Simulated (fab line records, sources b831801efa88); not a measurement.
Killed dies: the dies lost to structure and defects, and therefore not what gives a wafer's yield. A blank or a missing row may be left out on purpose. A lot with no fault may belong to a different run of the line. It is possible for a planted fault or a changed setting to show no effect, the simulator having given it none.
Which tool did it?    flow sfq_line    Sampling: 14 lots, 42 wafers, 4 of 325 route steps

## WHAT EACH GAUGE READ, for each wafer
SFQ_M6_RS_MEAS_938: a four-point-probe measurement.
lot   measured      on             M6_NB_RS (ohm/sq)
L239  day 61 13:33  film_metro-01  0.876 0.880 0.889
L240  day 61 15:56  film_metro-03  0.900 0.901 0.890
L241  day 61 18:19  film_metro-02  0.896 0.888 0.899
L242  day 61 19:32  film_metro-03  0.891 0.883 0.902
L243  day 61 21:57  film_metro-03  0.881 0.893 0.886
L244  day 61 23:07  film_metro-01  0.895 0.899 0.899
L245  day 62 01:13  film_metro-03  0.911 0.898 0.905
L246  day 62 02:24  film_metro-02  0.895 0.906 0.910
L252  day 69 12:19  film_metro-03  0.897 0.886 0.881
L254  day 72 21:25  film_metro-03  0.903 0.900 0.898
L256  day 75 23:53  film_metro-02  0.877 0.877 0.883
L257  day 76 07:41  film_metro-01  0.886 0.893 0.899
L259  day 76 20:40  film_metro-02  0.891 0.893 0.899
L261  day 77 07:10  film_metro-02  0.887 0.897 0.887

SFQ_I6_OVL_MEAS_942.
lot   measured      on          I6_OVL (nm)
L239  day 63 00:11  overlay-01  6 5 3
L240  day 63 01:23  overlay-01  -8 3 -6
L241  day 63 03:35  overlay-02  1 -2 2
L242  day 63 04:47  overlay-02  2 2 1
L243  day 63 05:59  overlay-02  1 2 1
L244  day 63 07:11  overlay-02  4 7 7
L245  day 63 09:39  overlay-02  1 3 2
L246  day 63 15:46  overlay-02  0 5 -2
L252  day 76 20:50  overlay-02  7 8 6
L254  day 77 13:20  overlay-01  -4 0 -3
L256  day 80 10:53  overlay-01  6 10 9
L257  day 80 22:52  overlay-02  3 6 1
L259  day 81 19:17  overlay-02  4 -9 1
L261  day 82 12:05  overlay-01  5 4 6

## WHAT TOOL EACH LOT RAN ON (gives the tool, then ch and the chambers of the sampled wafers, and finally the start)
lot   SFQ_TRILAYER_M2_BARC_OPEN_METAL_ETCH_077  SFQ_TRILAYER_M3_BARC_OPEN_METAL_ETCH_100
L239  rie_metal-01 ch 1, day 28 19:17           rie_metal-03 ch 0,1, day 35 10:24
L240  rie_metal-01 ch 0,1, day 31 07:56         rie_metal-03 ch 0,1, day 38 03:25
L241  rie_metal-01 ch 1, day 31 16:19           rie_metal-03 ch 0,1, day 38 11:11
L242  rie_metal-03 ch 0,1, day 32 03:08         rie_metal-02 ch 0,1, day 38 23:44
L243  rie_metal-01 ch 0,1, day 32 09:34         rie_metal-03 ch 0,1, day 39 08:23
L244  rie_metal-02 ch 0,1, day 32 15:08         rie_metal-04 ch 0, day 39 17:58
L245  rie_metal-01 ch 0,1, day 32 18:44         rie_metal-02 ch 1, day 39 22:47
L246  rie_metal-01 ch 0,1, day 32 23:32         rie_metal-03 ch 0,1, day 40 08:22
L252  rie_metal-01 ch 1, day 40 12:50           rie_metal-02 ch 0,1, day 47 07:14
L254  rie_metal-02 ch 0,1, day 41 21:35         rie_metal-03 ch 0,1, day 47 09:47
L256  rie_metal-03 ch 0,1, day 42 14:23         rie_metal-03 ch 0,1, day 47 12:10
L257  rie_metal-03 ch 1, day 43 01:11           rie_metal-04 ch 0,1, day 47 13:22
L259  rie_metal-01 ch 1, day 43 19:13           rie_metal-03 ch 0,1, day 54 16:07
L261  rie_metal-03 ch 0,1, day 44 19:42         rie_metal-02 ch 0,1, day 55 11:19
- SFQ_TRILAYER_M2_BARC_OPEN_METAL_ETCH_077: etches BARC in O2, target depth 125 nm, time 41.7 s.
- SFQ_TRILAYER_M3_BARC_OPEN_METAL_ETCH_100: etches BARC in O2, target depth 125 nm, time 41.7 s.

## WHAT THE TOOLS THEMSELVES READ (means of the sampled wafers that have a number; where no wafer has one, the mark that the record gives instead)
SFQ_TRILAYER_M2_BARC_OPEN_METAL_ETCH_077.
lot   tool          chamber_pressure_mTorr (mTorr)  drypump_motor_current_A (A)  he_backside_leak_sccm (sccm)  oes_product_au (a.u.)
L239  rie_metal-01  10.006                          5.96                         3.7                           0.685
L240  rie_metal-01  10.002                          5.75                         3.2                           0.682
L241  rie_metal-01  10.007                          5.96                         3.5                           0.687
L242  rie_metal-03  9.994                           5.94                         3.3                           0.681
L243  rie_metal-01  10.004                          5.76                         3.2                           0.687
L244  rie_metal-02  10.008                          6.20                         3.5                           0.684
L245  rie_metal-01  10.006                          5.77                         3.3                           0.683
L246  rie_metal-01  10.002                          5.87                         3.3                           0.686
L252  rie_metal-01  10.003                          5.96                         3.3                           0.683
L254  rie_metal-02  9.997                           5.88                         3.4                           0.685
L256  rie_metal-03  10.003                          5.74                         3.3                           0.691
L257  rie_metal-03  9.997                           6.10                         3.4                           0.683
L259  rie_metal-01  10.001                          5.97                         3.3                           0.686
L261  rie_metal-03  10.004                          5.75                         3.5                           0.687

SFQ_TRILAYER_M3_BARC_OPEN_METAL_ETCH_100.
lot   tool          chamber_pressure_mTorr (mTorr)  drypump_motor_current_A (A)  he_backside_leak_sccm (sccm)  oes_product_au (a.u.)
L239  rie_metal-03  9.994                           5.8                          3.38                          0.686
L240  rie_metal-03  10.001                          5.9                          3.25                          0.684
L241  rie_metal-03  9.996                           5.9                          3.33                          0.684
L242  rie_metal-02  9.996                           5.9                          3.35                          0.683
L243  rie_metal-03  10.004                          5.7                          3.37                          0.685
L244  rie_metal-04  10.009                          5.9                          3.40                          0.682
L245  rie_metal-02  10.004                          6.5                          3.64                          0.682
L246  rie_metal-03  10.002                          5.8                          3.23                          0.680
L252  rie_metal-02  10.002                          6.2                          3.53                          0.688
L254  rie_metal-03  9.331                           5.8                          3.45                          0.685
L256  rie_metal-03  9.326                           5.8                          3.40                          0.681
L257  rie_metal-04  10.000                          5.6                          3.17                          0.685
L259  rie_metal-03  10.007                          5.8                          3.39                          0.689
L261  rie_metal-02  10.001                          6.2                          3.55                          0.684

## THE ANSWER, worked out from the rows above alone
Rule: the usual values come from the lots themselves. The widest of any qualifying gaps counts: lots, ordered by their means at a reading, are off when they make up no more than a third of the lots, leave a main group of 4 or more, and stand apart from it by 3 or more times the standard deviation of that group's means. If all means in a main group match to the digits the tables above print for the reading, that group is not used. Also off: a lot with no number at a reading for which 4 or more lots have one. The other lots that the step has rows for count as sound. After the gauges, taken in route order, come the tools' own readings; for these a lot's mean is taken, as printed above. The first step at which some lot is off is used, and at that step the reading that is off furthest; a lot without a number counts as furthest.
Off, at SFQ_TRILAYER_M3_BARC_OPEN_METAL_ETCH_100 on chamber_pressure_mTorr: L254, L256. The main group: mean 10.001 mTorr, standard deviation 0.0043.
If a tool, at that step or one of the process steps before it, ran each lot that is off and ran no sound lot following the first of them, it fits. No candidate that was tried fits.

## WHAT HAD BEEN PUT IN BY THE SIMULATOR
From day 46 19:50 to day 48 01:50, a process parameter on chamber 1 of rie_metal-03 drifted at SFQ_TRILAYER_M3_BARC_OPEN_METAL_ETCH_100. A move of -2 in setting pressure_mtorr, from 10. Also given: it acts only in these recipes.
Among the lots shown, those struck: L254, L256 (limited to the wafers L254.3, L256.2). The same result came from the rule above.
